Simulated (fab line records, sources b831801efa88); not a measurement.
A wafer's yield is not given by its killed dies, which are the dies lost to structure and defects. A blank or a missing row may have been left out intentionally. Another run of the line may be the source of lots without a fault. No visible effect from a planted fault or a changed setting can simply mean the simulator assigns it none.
fab line records	flow sky130
record: lots: 24	wafers: 72	last-day: 50
route steps=708 shown VIA2@508 CAPM@549 VIA3@595 VIA4@656
lots that met no fault: from a run of the same line without faults
start-h: the number of hours between the record's first day and the start of the first shown wafer of the lot	wait-h: hours elapsed since this lot's preceding step	" repeats the value in the row above	L1.1+2: a row that stands for several wafers	- no value, or no start given	* or withheld: withheld	< > ~ a bound
route shown NAME@n: NAME is a module with steps in the file, n the number in the route of the first one	usual: average and standard deviation across the fault-free wafers	same: alike in all rows	chamber/n: place in a boat	sites: readings site by site	_std_site: the values' standard deviation	_edge_site: mean of outer sites minus mean of inner sites	radius-mm: for every site, how far away it sits from the centre of the wafer	mask NAME#n: copy n	behind: the last tool/chamber to shape the wafer	hold: what put the lot on hold/how long, in hours/how the hold closed	device: whichever transistor did not switch (one of n, p or np)	end of line: the same wafers' tests at the end of the route	a step with no rows: only its recipe	killed: at the first sort, the dies lost to defects and structure; wafer yield is something else	map: per-die view of a wafer (x killed, . not killed, _ where there is no die)
set.NAME: the setting as run; set.NAME@STEP: as run at that earlier step	model.NAME: the simulator's own value behind a step, which no gauge read
a sample of lots followed through the steps of the route, with each step as a table and each wafer as a row
services: a tool's chamber out of use, with start hour (start-h, from the record's first day; less than 0 if before it), hours out, and reason
== steps ==
step: SKY_VIA2_THK_MEAS_01
recipe: reads: SiO2_of_VIA2_HDPCVD_00
usual: VIA2_HDPCVD_THK: 1176/13
lot.wafer	tool	chamber	start-h	wait-h	VIA2_HDPCVD_THK[nm]
L075.1	film-metro-03	-	831.05	0.1	1177
L075.3	"	-	"	"	1184
L075.5	"	-	"	"	1181
L074.1	film-metro-01	-	831.83	0.1	1182
L074.2	"	-	"	"	1182
L074.4	"	-	"	"	1182
L076.1	film-metro-04	-	842.24	0.1	1169
L076.2	"	-	"	"	1170
L076.6	"	-	"	"	1162
L077.1	film-metro-04	-	843.78	0.1	1159
L077.3	"	-	"	"	1157
L077.6	"	-	"	"	1164
L078.1	film-metro-01	-	850.32	0.1	1172
L078.4	"	-	"	"	1178
L078.5	"	-	"	"	1179
L079.1	film-metro-04	-	888.10	0.1	1170
L079.4	"	-	"	"	1173
L079.6	"	-	"	"	1178
L081.1	film-metro-01	-	890.25	0.1	1159
L081.4	"	-	"	"	1156
L081.5	"	-	"	"	1161
L080.3	film-metro-01	-	892.70	0.1	1171
L080.4	"	-	"	"	1173
L080.5	"	-	"	"	1165
L084.2	film-metro-03	-	920.31	0.1	1166
L084.5	"	-	"	"	1172
L084.6	"	-	"	"	1155
L083.1	film-metro-04	-	922.14	0.1	1159
L083.2	"	-	"	"	1164
L083.4	"	-	"	"	1165
L082.2	film-metro-01	-	924.70	0.1	1163
L082.4	"	-	"	"	1167
L082.5	"	-	"	"	1174
L086.1	film-metro-03	-	937.01	0.1	1163
L086.3	"	-	"	"	1159
L086.5	"	-	"	"	1179
L085.3	film-metro-04	-	943.65	0.1	1166
L085.4	"	-	"	"	1170
L085.5	"	-	"	"	1186
L087.2	film-metro-04	-	948.17	0.1	1174
L087.5	"	-	"	"	1173
L087.6	"	-	"	"	1169
L088.1	film-metro-04	-	951.44	0.1	1186
L088.2	"	-	"	"	1191
L088.6	"	-	"	"	1186
L090.3	film-metro-03	-	957.33	0.1	1175
L090.4	"	-	"	"	1169
L090.5	"	-	"	"	1168
L089.1	film-metro-03	-	959.46	0.1	1191
L089.2	"	-	"	"	1200
L089.4	"	-	"	"	1175
L092.2	film-metro-03	-	963.51	0.1	1196
L092.3	"	-	"	"	1190
L092.4	"	-	"	"	1175
L091.2	film-metro-04	-	968.22	0.1	1196
L091.3	"	-	"	"	1202
L091.5	"	-	"	"	1187
L094.2	film-metro-04	-	974.17	0.1	1159
L094.3	"	-	"	"	1171
L094.5	"	-	"	"	1174
L093.3	film-metro-04	-	977.67	0.1	1185
L093.4	"	-	"	"	1176
L093.6	"	-	"	"	1199
L096.4	film-metro-04	-	980.74	0.0	1174
L096.5	"	-	"	"	1164
L096.6	"	-	"	"	1190
L095.2	film-metro-01	-	984.90	0.1	1185
L095.3	"	-	"	"	1193
L095.5	"	-	"	"	1202
L097.1	film-metro-01	-	990.07	0.1	1180
L097.4	"	-	"	"	1175
L097.5	"	-	"	"	1170
step: SKY_VIA2_SPUTTER_20
recipe: material: TiN	target-thk-nm: 20	chamber-pressure-pa: 5	power-w: 4000	time-s: 80
usual: throttle-valve-pct: 30.1/0.9
lot.wafer	tool	chamber	start-h	wait-h	throttle-valve-pct
L075.1	pvd-sputter-03	-	859.01	0.0	29.8
L075.3	"	-	"	"	28.7
L075.5	"	-	"	"	29.5
L074.1	pvd-sputter-01	-	859.63	0.0	29.7
L074.2	"	-	"	"	29.6
L074.4	"	-	"	"	30.4
L076.1	pvd-sputter-03	-	870.15	0.0	29.1
L076.2	"	-	"	"	28.3
L076.6	"	-	"	"	31.1
L077.1	pvd-sputter-01	-	872.17	0.0	29.9
L077.3	"	-	"	"	30.5
L077.6	"	-	"	"	29.4
L078.1	pvd-sputter-04	-	877.97	0.0	31.3
L078.4	"	-	"	"	30.3
L078.5	"	-	"	"	30.9
L079.1	pvd-sputter-04	-	915.69	0.0	31.2
L079.4	"	-	"	"	30.5
L079.6	"	-	"	"	31.1
L081.1	pvd-sputter-04	-	917.04	0.0	30.9
L081.4	"	-	"	"	31.0
L081.5	"	-	"	"	30.2
L080.3	pvd-sputter-03	-	919.67	0.0	29.6
L080.4	"	-	"	"	28.8
L080.5	"	-	"	"	29.1
L084.2	pvd-sputter-01	-	947.03	0.0	28.9
L084.5	"	-	"	"	29.0
L084.6	"	-	"	"	30.0
L083.1	pvd-sputter-01	-	948.34	0.0	29.7
L083.2	"	-	"	"	28.8
L083.4	"	-	"	"	30.5
L082.2	pvd-sputter-01	-	950.77	0.0	30.4
L082.4	"	-	"	"	28.8
L082.5	"	-	"	"	29.8
L086.1	pvd-sputter-04	-	962.37	0.0	30.4
L086.3	"	-	"	"	31.3
L086.5	"	-	"	"	31.1
L085.3	pvd-sputter-03	-	969.26	0.0	30.9
L085.4	"	-	"	"	29.2
L085.5	"	-	"	"	29.2
L087.2	pvd-sputter-04	-	973.68	0.0	30.7
L087.5	"	-	"	"	31.2
L087.6	"	-	"	"	30.7
L088.1	pvd-sputter-03	-	976.47	0.0	31.2
L088.2	"	-	"	"	28.6
L088.6	"	-	"	"	28.4
L090.3	pvd-sputter-01	-	982.59	0.0	29.2
L090.4	"	-	"	"	29.6
L090.5	"	-	"	"	29.7
L089.1	pvd-sputter-03	-	985.95	0.0	31.1
L089.2	"	-	"	"	28.7
L089.4	"	-	"	"	28.7
L092.2	pvd-sputter-03	-	988.07	0.0	31.0
L092.3	"	-	"	"	28.2
L092.4	"	-	"	"	29.0
L091.2	pvd-sputter-04	-	992.79	0.0	30.3
L091.3	"	-	"	"	31.0
L091.5	"	-	"	"	30.5
L094.2	pvd-sputter-01	-	999.27	0.0	30.5
L094.3	"	-	"	"	29.7
L094.5	"	-	"	"	29.1
L093.3	pvd-sputter-03	-	1002.12	0.0	28.7
L093.4	"	-	"	"	29.2
L093.6	"	-	"	"	31.2
L096.4	pvd-sputter-03	-	1005.45	0.0	31.0
L096.5	"	-	"	"	31.3
L096.6	"	-	"	"	29.8
L095.2	pvd-sputter-04	-	1009.53	0.0	31.0
L095.3	"	-	"	"	30.4
L095.5	"	-	"	"	31.1
L097.1	pvd-sputter-04	-	1014.64	0.0	30.4
L097.4	"	-	"	"	31.1
L097.5	"	-	"	"	30.5
step: SKY_CAPM_OVL_MEAS_12
usual: CAPM_OVL: -0.9/1.5
lot.wafer	tool	chamber	start-h	wait-h	CAPM_OVL[nm]
L075.1	overlay-01	-	886.70	0.1	-2.0
L075.3	"	-	"	"	-0.8
L075.5	"	-	"	"	-0.5
L074.1	overlay-01	-	887.13	0.1	-2.2
L074.2	"	-	"	"	-1.5
L074.4	"	-	"	"	-2.7
L076.1	overlay-01	-	897.16	0.1	-0.2
L076.2	"	-	"	"	0.2
L076.6	"	-	"	"	-0.7
L077.1	overlay-01	-	899.36	0.1	1.4
L077.3	"	-	"	"	-1.2
L077.6	"	-	"	"	-1.4
L078.1	overlay-02	-	904.78	0.1	-1.0
L078.4	"	-	"	"	-1.7
L078.5	"	-	"	"	-1.1
L079.1	overlay-02	-	941.55	0.1	1.7
L079.4	"	-	"	"	1.5
L079.6	"	-	"	"	0.4
L081.1	overlay-02	-	942.46	0.1	-1.7
L081.4	"	-	"	"	-0.9
L081.5	"	-	"	"	-2.2
L080.3	overlay-01	-	946.01	0.1	-0.9
L080.4	"	-	"	"	-1.0
L080.5	"	-	"	"	0.7
L084.2	overlay-02	-	971.39	0.1	-3.4
L084.5	"	-	"	"	-0.9
L084.6	"	-	"	"	-2.5
L083.1	overlay-02	-	973.11	0.1	-2.0
L083.2	"	-	"	"	-2.6
L083.4	"	-	"	"	-0.2
L082.2	overlay-01	-	975.04	0.1	-1.2
L082.4	"	-	"	"	-0.1
L082.5	"	-	"	"	0.2
L086.1	overlay-01	-	986.86	0.1	-0.8
L086.3	"	-	"	"	-0.8
L086.5	"	-	"	"	-1.6
L085.3	overlay-02	-	993.47	0.1	-3.4
L085.4	"	-	"	"	-2.1
L085.5	"	-	"	"	-2.8
L087.2	overlay-01	-	998.80	0.1	2.2
L087.5	"	-	"	"	2.3
L087.6	"	-	"	"	0.9
L088.1	overlay-02	-	1000.68	0.1	0.4
L088.2	"	-	"	"	-1.6
L088.6	"	-	"	"	-0.7
L090.3	overlay-02	-	1007.17	0.1	1.7
L090.4	"	-	"	"	-0.5
L090.5	"	-	"	"	1.9
L089.1	overlay-02	-	1010.00	0.1	-1.5
L089.2	"	-	"	"	1.7
L089.4	"	-	"	"	-0.5
L092.2	overlay-01	-	1011.97	0.1	0.2
L092.3	"	-	"	"	-1.8
L092.4	"	-	"	"	0.2
L091.2	overlay-02	-	1016.94	0.1	-2.6
L091.3	"	-	"	"	-2.2
L091.5	"	-	"	"	-2.4
L094.2	overlay-01	-	1022.94	0.1	-1.5
L094.3	"	-	"	"	-2.9
L094.5	"	-	"	"	-1.6
L093.3	overlay-02	-	1026.01	0.1	-1.9
L093.4	"	-	"	"	-1.0
L093.6	"	-	"	"	1.4
L096.4	overlay-01	-	1029.56	0.1	0.6
L096.5	"	-	"	"	-2.2
L096.6	"	-	"	"	-2.4
L095.2	overlay-02	-	1033.30	0.1	-2.7
L095.3	"	-	"	"	-3.0
L095.5	"	-	"	"	-3.6
L097.1	overlay-02	-	1038.35	0.1	1.3
L097.4	"	-	"	"	0.0
L097.5	"	-	"	"	-1.1
step: SKY_VIA3_RS_MEAS_22
recipe: thk-meas-gauge: four-point-probe	reads: W_of_VIA3_CVD_21+TiN_of_VIA3_SPUTTER_20
usual: VIA3_W_RS: 0.292/0.003
lot.wafer	tool	chamber	start-h	wait-h	VIA3_W_RS[ohm/sq]
L075.1	film-metro-03	-	940.33	0.1	0.292
L075.3	"	-	"	"	0.293
L075.5	"	-	"	"	0.291
L074.1	film-metro-02	-	941.39	0.1	0.291
L074.2	"	-	"	"	0.286
L074.4	"	-	"	"	0.291
L076.1	film-metro-02	-	950.28	0.1	0.290
L076.2	"	-	"	"	0.294
L076.6	"	-	"	"	0.290
L077.1	film-metro-02	-	952.72	0.1	0.293
L077.3	"	-	"	"	0.294
L077.6	"	-	"	"	0.290
L078.1	film-metro-03	-	958.16	0.1	0.292
L078.4	"	-	"	"	0.292
L078.5	"	-	"	"	0.289
L079.1	film-metro-01	-	991.74	0.1	0.294
L079.4	"	-	"	"	0.295
L079.6	"	-	"	"	0.293
L081.1	film-metro-02	-	993.24	0.1	0.288
L081.4	"	-	"	"	0.286
L081.5	"	-	"	"	0.289
L080.3	film-metro-01	-	996.89	0.1	0.300
L080.4	"	-	"	"	0.294
L080.5	"	-	"	"	0.296
L084.2	film-metro-03	-	1021.78	0.1	0.291
L084.5	"	-	"	"	0.292
L084.6	"	-	"	"	0.288
L083.1	film-metro-01	-	1022.44	0.1	0.292
L083.2	"	-	"	"	0.290
L083.4	"	-	"	"	0.290
L082.2	film-metro-02	-	1025.32	0.1	0.287
L082.4	"	-	"	"	0.289
L082.5	"	-	"	"	0.289
L086.1	film-metro-01	-	1035.98	0.1	0.292
L086.3	"	-	"	"	0.297
L086.5	"	-	"	"	0.293
L085.3	film-metro-03	-	1042.93	0.1	0.289
L085.4	"	-	"	"	0.294
L085.5	"	-	"	"	0.288
L087.2	film-metro-03	-	1048.09	0.1	0.294
L087.5	"	-	"	"	0.296
L087.6	"	-	"	"	0.290
L088.1	film-metro-02	-	1050.30	0.1	0.290
L088.2	"	-	"	"	0.289
L088.6	"	-	"	"	0.287
L090.3	film-metro-02	-	1055.91	0.1	0.291
L090.4	"	-	"	"	0.292
L090.5	"	-	"	"	0.292
L089.1	film-metro-01	-	1058.65	0.1	0.297
L089.2	"	-	"	"	0.291
L089.4	"	-	"	"	0.295
L092.2	film-metro-03	-	1060.26	0.1	0.291
L092.3	"	-	"	"	0.292
L092.4	"	-	"	"	0.293
L091.2	film-metro-03	-	1065.59	0.1	0.293
L091.3	"	-	"	"	0.295
L091.5	"	-	"	"	0.296
L094.2	film-metro-03	-	1069.64	0.1	0.294
L094.3	"	-	"	"	0.292
L094.5	"	-	"	"	0.292
L093.3	film-metro-01	-	1073.53	0.1	0.292
L093.4	"	-	"	"	0.292
L093.6	"	-	"	"	0.294
L096.4	film-metro-02	-	1076.18	0.1	0.291
L096.5	"	-	"	"	0.286
L096.6	"	-	"	"	0.295
L095.2	film-metro-02	-	1079.81	0.1	0.292
L095.3	"	-	"	"	0.289
L095.5	"	-	"	"	0.295
L097.1	film-metro-01	-	1085.00	0.1	0.297
L097.4	"	-	"	"	0.292
L097.5	"	-	"	"	0.294
step: SKY_VIA4_SPUTTER_17
recipe: material: TiN	target-thk-nm: 20	chamber-pressure-pa: 5	power-w: 4000	time-s: 80
usual: throttle-valve-pct: 30.1/0.95
lot.wafer	tool	chamber	start-h	wait-h	throttle-valve-pct
L075.1	pvd-sputter-03	-	1014.31	0.0	29.4
L075.3	"	-	"	"	28.4
L075.5	"	-	"	"	29.0
L074.1	pvd-sputter-04	-	1015.59	0.0	30.5
L074.2	"	-	"	"	31.2
L074.4	"	-	"	"	30.8
L076.1	pvd-sputter-02	-	1023.87	0.0	31.0
L076.2	"	-	"	"	28.9
L076.6	"	-	"	"	31.0
L077.1	pvd-sputter-02	-	1027.07	0.0	29.3
L077.3	"	-	"	"	30.6
L077.6	"	-	"	"	29.1
L078.1	pvd-sputter-03	-	1032.69	0.0	29.1
L078.4	"	-	"	"	28.3
L078.5	"	-	"	"	28.4
L079.1	pvd-sputter-02	-	1063.15	0.0	29.9
L079.4	"	-	"	"	30.6
L079.6	"	-	"	"	30.2
L081.1	pvd-sputter-04	-	1064.73	0.0	31.3
L081.4	"	-	"	"	30.6
L081.5	"	-	"	"	31.2
L080.3	pvd-sputter-03	-	1067.78	0.0	29.1
L080.4	"	-	"	"	30.8
L080.5	"	-	"	"	29.8
L084.2	pvd-sputter-04	-	1089.61	0.0	30.8
L084.5	"	-	"	"	30.9
L084.6	"	-	"	"	31.1
L083.1	pvd-sputter-03	-	1091.15	0.0	31.1
L083.2	"	-	"	"	28.4
L083.4	"	-	"	"	29.8
L082.2	pvd-sputter-04	-	1094.10	0.0	31.0
L082.4	"	-	"	"	31.1
L082.5	"	-	"	"	30.4
L086.1	pvd-sputter-02	-	1103.93	0.0	29.0
L086.3	"	-	"	"	31.0
L086.5	"	-	"	"	30.2
L085.3	pvd-sputter-03	-	1110.14	0.0	28.7
L085.4	"	-	"	"	28.5
L085.5	"	-	"	"	28.4
L087.2	pvd-sputter-04	-	1113.69	0.0	30.1
L087.5	"	-	"	"	30.7
L087.6	"	-	"	"	30.4
L088.1	pvd-sputter-02	-	1117.14	0.0	30.1
L088.2	"	-	"	"	28.8
L088.6	"	-	"	"	30.8
L090.3	pvd-sputter-03	-	1121.50	0.0	31.0
L090.4	"	-	"	"	28.4
L090.5	"	-	"	"	28.5
L089.1	pvd-sputter-03	-	1123.80	0.0	29.5
L089.2	"	-	"	"	28.8
L089.4	"	-	"	"	31.2
L092.2	pvd-sputter-03	-	1125.70	0.0	28.7
L092.3	"	-	"	"	29.7
L092.4	"	-	"	"	31.1
L091.2	pvd-sputter-04	-	1130.73	0.0	31.1
L091.3	"	-	"	"	31.2
L091.5	"	-	"	"	31.3
L094.2	pvd-sputter-03	-	1134.52	0.0	31.0
L094.3	"	-	"	"	29.7
L094.5	"	-	"	"	29.6
L093.3	pvd-sputter-02	-	1136.85	0.0	30.2
L093.4	"	-	"	"	30.9
L093.6	"	-	"	"	30.8
L096.4	pvd-sputter-04	-	1141.58	0.0	31.2
L096.5	"	-	"	"	31.2
L096.6	"	-	"	"	30.8
L095.2	pvd-sputter-04	-	1143.38	0.0	31.1
L095.3	"	-	"	"	30.8
L095.5	"	-	"	"	31.3
L097.1	pvd-sputter-03	-	1149.07	0.0	29.5
L097.4	"	-	"	"	29.4
L097.5	"	-	"	"	29.5
step: SKY_VIA4_THK_MEAS_20
recipe: thk-meas-gauge: xrf	reads: W_of_VIA4_CVD_18
usual: VIA4_W_THK: 515/7.8
lot.wafer	tool	chamber	start-h	wait-h	VIA4_W_THK[nm]
L075.1	film-metro-04	-	1014.64	0.1	514
L075.3	"	-	"	"	509
L075.5	"	-	"	"	515
L074.1	film-metro-04	-	1015.96	0.1	503
L074.2	"	-	"	"	517
L074.4	"	-	"	"	521
L076.1	film-metro-03	-	1024.20	0.1	517
L076.2	"	-	"	"	510
L076.6	"	-	"	"	521
L077.1	film-metro-01	-	1027.40	0.1	515
L077.3	"	-	"	"	514
L077.6	"	-	"	"	506
L078.1	film-metro-04	-	1033.03	0.1	511
L078.4	"	-	"	"	512
L078.5	"	-	"	"	512
L079.1	film-metro-03	-	1063.49	0.1	521
L079.4	"	-	"	"	522
L079.6	"	-	"	"	515
L081.1	film-metro-03	-	1065.07	0.1	515
L081.4	"	-	"	"	516
L081.5	"	-	"	"	534
L080.3	film-metro-04	-	1068.13	0.1	515
L080.4	"	-	"	"	502
L080.5	"	-	"	"	510
L084.2	film-metro-04	-	1089.95	0.1	513
L084.5	"	-	"	"	514
L084.6	"	-	"	"	507
L083.1	film-metro-01	-	1091.49	0.1	522
L083.2	"	-	"	"	528
L083.4	"	-	"	"	517
L082.2	film-metro-01	-	1094.45	0.1	533
L082.4	"	-	"	"	522
L082.5	"	-	"	"	523
L086.1	film-metro-03	-	1104.41	0.1	516
L086.3	"	-	"	"	519
L086.5	"	-	"	"	517
L085.3	film-metro-03	-	1110.49	0.1	518
L085.4	"	-	"	"	524
L085.5	"	-	"	"	513
L087.2	film-metro-03	-	1114.03	0.1	509
L087.5	"	-	"	"	520
L087.6	"	-	"	"	508
L088.1	film-metro-04	-	1117.47	0.1	512
L088.2	"	-	"	"	523
L088.6	"	-	"	"	520
L090.3	film-metro-04	-	1121.86	0.1	511
L090.4	"	-	"	"	506
L090.5	"	-	"	"	522
L089.1	film-metro-01	-	1124.13	0.1	499
L089.2	"	-	"	"	502
L089.4	"	-	"	"	509
L092.2	film-metro-03	-	1126.04	0.1	518
L092.3	"	-	"	"	524
L092.4	"	-	"	"	516
L091.2	film-metro-04	-	1131.08	0.1	511
L091.3	"	-	"	"	516
L091.5	"	-	"	"	506
L094.2	film-metro-01	-	1134.87	0.1	500
L094.3	"	-	"	"	499
L094.5	"	-	"	"	498
L093.3	film-metro-03	-	1137.20	0.1	523
L093.4	"	-	"	"	518
L093.6	"	-	"	"	519
L096.4	film-metro-04	-	1141.91	0.1	525
L096.5	"	-	"	"	517
L096.6	"	-	"	"	515
L095.2	film-metro-03	-	1143.88	0.1	514
L095.3	"	-	"	"	512
L095.5	"	-	"	"	514
L097.1	film-metro-04	-	1149.41	0.1	520
L097.4	"	-	"	"	520
L097.5	"	-	"	"	527
== services ==
tool	chamber	start-h	hours	kind
pvd-sputter-04	-	881.60	1.9	repair
pvd-sputter-01	-	897.33	13.1	repair
pvd-sputter-01	-	910.19	7.6	repair
pvd-sputter-03	-	923.17	8.9	repair
pvd-sputter-02	-	940.01	12.7	repair
pvd-sputter-04	-	942.93	7.2	repair
pvd-sputter-01	2	953.92	-	consumable-replace:kit
pvd-sputter-01	2	953.92	18.0	scheduled-down
pvd-sputter-01	2	953.92	18.0	vent-cycle
pvd-sputter-03	1	977.65	-	consumable-replace:kit
pvd-sputter-03	1	977.65	18.0	scheduled-down
pvd-sputter-03	1	977.65	18.0	vent-cycle
pvd-sputter-04	-	999.38	3.8	repair
pvd-sputter-03	-	1016.93	3.4	repair
pvd-sputter-02	-	1042.24	1.9	repair
pvd-sputter-02	-	1064.61	13.9	repair
pvd-sputter-01	1	1068.64	-	consumable-replace:kit
pvd-sputter-01	1	1068.64	18.0	scheduled-down
pvd-sputter-01	1	1068.64	18.0	vent-cycle
pvd-sputter-02	-	1093.81	3.1	repair
pvd-sputter-04	2	1126.08	-	consumable-replace:kit
pvd-sputter-04	2	1126.08	18.0	scheduled-down
pvd-sputter-04	2	1126.08	18.0	vent-cycle
pvd-sputter-01	0	1142.51	-	consumable-replace:kit
== key ==
fault none
